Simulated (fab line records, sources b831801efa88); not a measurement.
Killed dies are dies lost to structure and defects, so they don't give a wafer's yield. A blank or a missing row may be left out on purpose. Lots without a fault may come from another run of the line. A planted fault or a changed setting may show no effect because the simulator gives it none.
Which tool did it? | flow sky130 | 11 lots, 33 wafers sampled, at 2 steps of a route of 708

WHAT THE GAUGES READ, wafer by wafer
SKY_VIA2_OVL_MEAS_13. Usual: VIA2_OVL -5 nm, standard deviation 4.7.
lot  | measured     | on         | VIA2_OVL (nm) | flag
L629 | day 36 05:09 | overlay-02 | -8 -8 -9      |
L632 | day 37 13:42 | overlay-01 | -2 4 1        |
L634 | day 38 03:55 | overlay-02 | -4 5 -7       |
L633 | day 38 06:04 | overlay-02 | 1 3 -4        |
L637 | day 38 23:52 | overlay-02 | -4 -8 -5      |
L640 | day 39 21:30 | overlay-02 | -2 2 -5       |
L641 | day 40 01:32 | overlay-01 | -15 -7 -4     |
L645 | day 41 09:28 | overlay-01 | -5 -4 -5      |
L650 | day 42 18:29 | overlay-01 | -1 4 -6       |
L651 | day 42 21:05 | overlay-02 | -8 -5 -5      |
L652 | day 43 01:34 | overlay-02 | -9 -6 -1      |

WHICH TOOL RAN EACH LOT (tool, then ch and the chambers of the sampled wafers, then the start)
lot  | SKY_VIA2_CMP_02
L629 | cmp-01 ch 0,2,3, day 35 02:16
L632 | cmp-02 ch 0,1,3, day 36 11:52
L634 | cmp-02 ch 1,2,3, day 37 01:56
L633 | cmp-01 ch 0,2,3, day 37 03:59
L637 | cmp-02 ch 2,3, day 37 21:43
L640 | cmp-01 ch 1,2,3, day 38 19:49
L641 | cmp-02 ch 0,1,3, day 39 00:31
L645 | cmp-01 ch 0,2,3, day 40 09:06
L650 | cmp-01 ch 0,1,2, day 41 19:29
L651 | cmp-01 ch 1,2, day 41 22:21
L652 | cmp-01 ch 0,1,3, day 42 02:08
- SKY_VIA2_CMP_02: polishes SiO2.

WHAT THE TOOLS THEMSELVES READ (means of the sampled wafers that have a number; where no wafer has one, the mark that the record gives instead)
SKY_VIA2_CMP_02. Usual: motor_current_A 11.6 A, standard deviation 0.9; platen_rpm 60.00 rpm, standard deviation 0.042.
lot  | tool   | motor_current_A (A) | platen_rpm (rpm) | flag
L629 | cmp-01 | 12.1                | 59.98            |
L632 | cmp-02 | 11.7                | 60.01            |
L634 | cmp-02 | 11.1                | 60.01            |
L633 | cmp-01 | 12.4                | 60.00            |
L637 | cmp-02 | 11.0                | 59.99            |
L640 | cmp-01 | 11.9                | 60.03            |
L641 | cmp-02 | 11.2                | 59.97            |
L645 | cmp-01 | 12.2                | 60.01            |
L650 | cmp-01 | 11.4                | 60.01            |
L651 | cmp-01 | 11.6                | 60.02            |
L652 | cmp-01 | 11.9                | 60.01            |

THE ANSWER, worked out from the rows above alone
Rule: a lot is off if the mean of its wafers that have a number lies more than 3 standard deviations from the usual mean. A lot without any number at a reading at which 4 lots or more have one is off too. The other lots that the step has rows for count as sound. The gauges are gone through in route order, then the tools' own readings, and for those a lot's mean is taken as printed above. The first step at which some lot is off is used, and at that step the reading that is off furthest; a lot without a number counts as furthest.
No lot is off at any reading shown: from this, nothing can be told.

WHAT THE SIMULATOR HAD PUT IN
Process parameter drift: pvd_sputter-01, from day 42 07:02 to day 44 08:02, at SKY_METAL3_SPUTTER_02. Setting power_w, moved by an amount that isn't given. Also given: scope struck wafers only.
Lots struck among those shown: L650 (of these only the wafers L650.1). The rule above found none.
